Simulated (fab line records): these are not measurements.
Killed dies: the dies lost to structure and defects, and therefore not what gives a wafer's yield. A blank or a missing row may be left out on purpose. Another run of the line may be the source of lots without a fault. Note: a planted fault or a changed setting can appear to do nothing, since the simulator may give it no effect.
Matching of chambers	flow gf180mcu	4 sister chambers for GF_V4_CMP_26 on cmp-02
The step polishes, stops on SiO2, t overpolish 15 s, target thk 0 nm. 4 wafers are shown with their chamber, then 9 later ones without.

== EACH WAFER AND ITS CHAMBER ==
wafer	chamber	motor current A (A)
L276.5	2	10.8
L282.3	0	12.3
L282.4	3	11.0
L282.6	1	10.0

== WAFERS WITHOUT THEIR CHAMBER ==
wafer	motor current A (A)
L283.2	10.8
L283.3	11.3
L283.4	10.2
L284.2	11.6
L284.4	11.0
L284.6	10.1
L286.3	11.3
L286.4	11.2
L286.5	11.7

== EACH ONE'S CHAMBER ==
wafer	from the rows above	in truth
L283.2	can't be placed: 2 or 3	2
L283.3	can't be placed: 3 or 2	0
L283.4	can't be placed: 1 or 2 or 3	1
L284.2	can't be placed: 3 or 0 or 2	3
L284.4	can't be placed: 3 or 2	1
L284.6	can't be placed: 1 or 2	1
L286.3	can't be placed: 3 or 2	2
L286.4	can't be placed: 3 or 2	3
L286.5	can't be placed: 0 or 3 or 2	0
Correct placement for 0 of the 9. Unplaceable from these rows: 9, with the true chamber sitting among the candidates in 7. 0 placed wrongly.
How it was worked out, from the rows above alone: a wafer's distance from a chamber is the root of the sum, over the readings, of the square of ((its reading less the chamber's mean) divided by the reading's scatter). If the next closest chamber is less than 2 further off than the closest, the wafer can't be placed; otherwise it belongs to the closest. For every chamber, the mean is computed from those of its wafers that are shown. The scatter (one wafer shown for each chamber): square how far every hidden wafer sits from the nearest shown wafer, average those squares and take the square root.
